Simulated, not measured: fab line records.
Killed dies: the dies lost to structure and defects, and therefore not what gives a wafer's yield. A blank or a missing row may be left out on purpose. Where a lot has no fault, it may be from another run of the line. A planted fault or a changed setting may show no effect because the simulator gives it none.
2 desks looking at one fault :: flow gf180mcu :: what lay behind the numbers comes last; until then each desk has only its own

## METROLOGY DESK
Means of the sampled wafers that have a number, per lot and without regard to the tool the lot ran on: this is what the gauges read. The brackets show how far a lot's mean lies from the usual mean; more than 4 standard deviations puts the lot out of limits, marked OUT.
Columns: A = HV_LDD_2_TW at GF_HV_LDD_TW_MEAS_23, usual 1056; B = V1_CVD_02_THK at GF_V1_THK_MEAS_03, usual 852 nm
lot: L536
first seen here: day 10 16:57
A: 1060
B: 853

lot: L539
first seen here: day 11 16:03
A: 1068
B: 859

lot: L540
first seen here: day 11 23:17
A: 1046
B: 862

lot: L541
first seen here: day 12 05:09
A: 1060
B: 849

lot: L542
first seen here: day 12 16:07
A: 1062
B: 853

lot: L544
first seen here: day 13 09:34
A: 933 (-17) OUT
B: 860

lot: L545
first seen here: day 13 13:38
A: 1054
B: 859

lot: L546
first seen here: day 14 03:46
A: 933 (-17) OUT
B: 850

lot: L553
first seen here: day 16 07:06
A: 1050
B: 837

lot: L554
first seen here: day 16 14:23
A: 1049
B: 869

lot: L555
first seen here: day 16 19:37
A: 1053
B: 852

lot: L556
first seen here: day 17 01:14
A: 1056
B: 869

lot: L559
first seen here: day 18 02:39
A: 1044
B: 843
Per this desk, out of limits: L544, L546; the first was L544, day 13 09:34 (HV_LDD_2_TW at GF_HV_LDD_TW_MEAS_23). L536, L539, L540, L541, L542, L545, L553, L554, L555, L556, L559 stayed within limits.

## THE TOOL OWNER'S DESK: implanter-03
For each lot that ran on this tool, the mean over its sampled wafers that have a number, from the tool's own readings at GF_HV_LDD_IMPLANT_21. The brackets show how far a lot's mean lies from the usual mean; more than 4 standard deviations puts the lot out of limits, marked OUT.
Columns: A = beam energy keV at GF_HV_LDD_IMPLANT_21, usual 24.999
lot: L541
first seen here: day 12 04:54
A: 25.002

lot: L542
first seen here: day 12 15:52
A: 25.011

lot: L544
first seen here: day 13 09:19
A: 16.352 (-99 or more) OUT

lot: L546
first seen here: day 14 03:31
A: 16.350 (-99 or more) OUT

lot: L555
first seen here: day 16 19:23
A: 25.011

lot: L556
first seen here: day 17 01:01
A: 25.006

lot: L559
first seen here: day 18 02:24
A: 24.992
This desk's finding: out of limits on L544, L546; first on L544, day 13 09:19 (beam energy keV at GF_HV_LDD_IMPLANT_21). L541, L542, L555, L556, L559 stayed within limits.

## BROUGHT TOGETHER
The tool owner's desk could have raised an alarm at day 13 09:19, on L544, L546.
An alarm was possible from the metrology desk at day 13 09:34, on L544, L546.
The lots listed all ran GF_HV_LDD_IMPLANT_21 on implanter-03.

## WHAT THE SIMULATOR PUT IN
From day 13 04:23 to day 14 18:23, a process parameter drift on implanter-03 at GF_HV_LDD_IMPLANT_21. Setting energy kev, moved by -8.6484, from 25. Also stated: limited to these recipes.
Struck lots among those shown: L544, L546.
Counting hours from when the fault started, the first reading out of limits came at 5 for the tool owner's desk and at 5 for the metrology desk.
